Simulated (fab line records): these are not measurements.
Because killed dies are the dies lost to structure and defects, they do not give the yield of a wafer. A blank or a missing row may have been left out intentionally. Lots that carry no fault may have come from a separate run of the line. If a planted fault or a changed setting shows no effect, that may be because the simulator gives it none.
Matching of chambers	flow sky130	4 sister chambers for SKY_VIA3_CMP_24 on cmp-02
The step polishes, stops on SiO2, t overpolish 20 s, target thk 0 nm. 8 wafers are shown with their chamber, then 8 later ones without.

## WAFERS, EACH WITH ITS CHAMBER
wafer	chamber	motorCurrentA (A)	timeToEndpointS (s)
L380.6	2	11.2	93
L384.2	2	11.0	93
L390.5	1	12.2	93
L391.1	1	13.6	93
L391.6	3	10.5	94
L393.5	0	11.6	97
L393.6	3	10.1	95
L394.3	0	11.9	95

## WAFERS MISSING THEIR CHAMBER
wafer	motorCurrentA (A)	timeToEndpointS (s)
L394.5	12.5	93
L394.6	11.8	98
L398.2	11.3	92
L398.4	11.4	93
L398.6	10.4	91
L400.1	10.8	92
L400.3	11.2	94
L400.4	11.4	95

## CHAMBER TAKEN BY EACH
wafer	from the rows above	in truth
L394.5	can't be placed: 1 or 2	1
L394.6	0	0
L398.2	can't be placed: 2 or 1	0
L398.4	2	2
L398.6	can't be placed: 2 or 3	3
L400.1	can't be placed: 2 or 3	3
L400.3	can't be placed: 2 or 3 or 0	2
L400.4	can't be placed: 0 or 3 or 2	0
Correct placement for 2 of the 8. Cannot be placed on the basis of these rows: 6; the candidates contain the true chamber in 5. Number placed wrongly: 0.
How it was worked out, from the rows above alone: a wafer's distance from a chamber is the root of the sum, over the readings, of the square of ((its reading less the chamber's mean) divided by the reading's scatter). If the next closest chamber is less than 2 further off than the closest, the wafer can't be placed; otherwise it belongs to the closest. Each chamber's mean is taken over the wafers shown for it. The scatter is the square root of a quotient: the sum, over the shown wafers, of each reading's squared deviation from its chamber's mean, divided by wafers minus chambers.
